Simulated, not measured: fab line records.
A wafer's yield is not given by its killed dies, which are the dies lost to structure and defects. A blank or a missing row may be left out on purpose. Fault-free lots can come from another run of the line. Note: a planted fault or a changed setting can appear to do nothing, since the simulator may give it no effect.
A struck lot beside a sound one / flow sky130 / 21 out of 708 route steps
Sound: these wafers, L191.1, L191.4, L191.5. Wafers struck: L207.5, L207.6. The cause comes at the end.
For every step that has rows: the tool of each side, followed by ch and its chambers, followed by its first start. Under that, the readings that differ: sound wafers / struck wafers / difference of the means / sigmas: that difference in standard deviations of wafers without a fault.
alike: readings with means less than 2 such deviations apart, plus words and numbers identical on both sides. not compared: withheld readings, readings lacking a value on some wafer, bounds such as >300 that could conceal the same value, and numbers that have no deviation in the record and whose values overlap.
The two part at a step that has a row with sigmas, a row that says differs or no value, or rows on one side only. Non-overlapping numbers with no deviation appear without sigmas and do not part them. Lack of a reading on every wafer of one side parts them only where that side has two or more wafers.

first, 2 steps without rows for these wafers: SKY_VT_ADJUST_PCH_PEB_05; SKY_VT_ADJUST_PCH_DEVELOP_06 (develop time 60 s).
SKY_VT_ADJUST_PCH_OVL_MEAS_07:
  struck on overlay-02, day 17 08:43; sound on overlay-01, day 12 04:53
  alike: VT_ADJUST_PCH_OVL
next, for these wafers, 1 step has no rows: SKY_VT_ADJUST_PCH_IMPLANT_08.
SKY_VT_ADJUST_PCH_STRIP_09: strips in O2/N2.
  sound on plasma-asher-01 ch 0,1, day 12 05:05; struck on plasma-asher-01 ch 0,1, day 17 08:56
  alike: drypump-motor-current-A, o2-flow-sccm, oes-product-au, strip-time-to-endpoint-s
  not compared: rf-hours-counter-h
SKY_VT_ADJUST_PCH_TW_MEAS_10:
  struck on film-metro-02, day 17 09:01; sound on film-metro-03, day 12 05:11
  alike: VT_ADJUST_PCH_TW
then, 6 steps without rows for these wafers: SKY_SONOS_TUNNEL_DEHYDRATE_00 (time 60 s); SKY_SONOS_TUNNEL_HMDS_01 (prime time 60 s); SKY_SONOS_TUNNEL_COAT_02 (resist thk 1140 nm); SKY_SONOS_TUNNEL_SOFTBAKE_03 (time 60 s); SKY_SONOS_TUNNEL_EXPOSE_04 (exposes mask TUNM, target cd 410 nm); SKY_SONOS_TUNNEL_PEB_05.
SKY_SONOS_TUNNEL_DEVELOP_06: develop time 60 s.
  sound on litho-track-04 ch 0, day 13 04:56; struck on litho-track-04 ch 0, day 18 14:08
SKY_SONOS_TUNNEL_CD_MEAS_07: target cd 410 nm.
  struck on cd-sem-01, day 18 14:16; sound on cd-sem-01, day 13 05:05
reading=cd-nm (nm); sound=413.1 412.7 411.5; struck=- -; difference=no value on the struck wafers; sigmas=
SKY_SONOS_TUNNEL_OVL_MEAS_08:
  struck on overlay-02, day 18 14:19; sound on overlay-01, day 13 05:12
reading=SONOS_TUNNEL_OVL (nm); sound=-2.2 -1.3 -1.1; struck=- -; difference=no value on the struck wafers; sigmas=
then, 3 steps without rows for these wafers: SKY_SONOS_TUNNEL_IMPLANT_09; SKY_SONOS_TUNNEL_WET_ETCH_10 (etches SiO2 in dHF, target depth 14 nm, time 280 s); SKY_SONOS_TUNNEL_STRIP_11 (strips in SPM, time 600 s).
SKY_SONOS_TUNNEL_TW_MEAS_12:
  struck on film-metro-01, day 18 14:47; sound on film-metro-02, day 13 05:50
reading=SONOS_TUNNEL_TW; sound=194.1 194.7 194.3; struck=30.0 30.1; difference=-164.3; sigmas=-99 or more
then, 1 step without rows for these wafers: SKY_SONOS_TUNNEL_CLEAN_13 (cleans in dHF, time 20 s).
-- the record jumps here: 32 days lie between the struck wafers' starts before and after (it left off in module SONOS_TUNNEL and takes up again in module PAD_OPEN, whose first step shown is number 708 of the route) --
SKY_PAD_OPEN_PROBE_99:
  struck on prober-02, day 50 15:27; sound on prober-02, day 47 07:12
reading=killed-at-front-end; sound=22 17 25; struck=416 415; difference=+394; sigmas=+90
reading=killed-dies; sound=100 76 78; struck=492 492; difference=+407; sigmas=+43
reading=killed-on-rim; sound=15 20 23; struck=96 96; difference=+77; sigmas=+19
  alike: killed_at_M0_to_M3, killed_at_M4_up, killed-at-contacts, killed-at-other, killed-open, killed-short

== WHERE THEY PART ==
Last at SKY_PAD_OPEN_PROBE_99 as far as this record goes, first at SKY_SONOS_TUNNEL_CD_MEAS_07.

WHY: the cause the simulator had injected
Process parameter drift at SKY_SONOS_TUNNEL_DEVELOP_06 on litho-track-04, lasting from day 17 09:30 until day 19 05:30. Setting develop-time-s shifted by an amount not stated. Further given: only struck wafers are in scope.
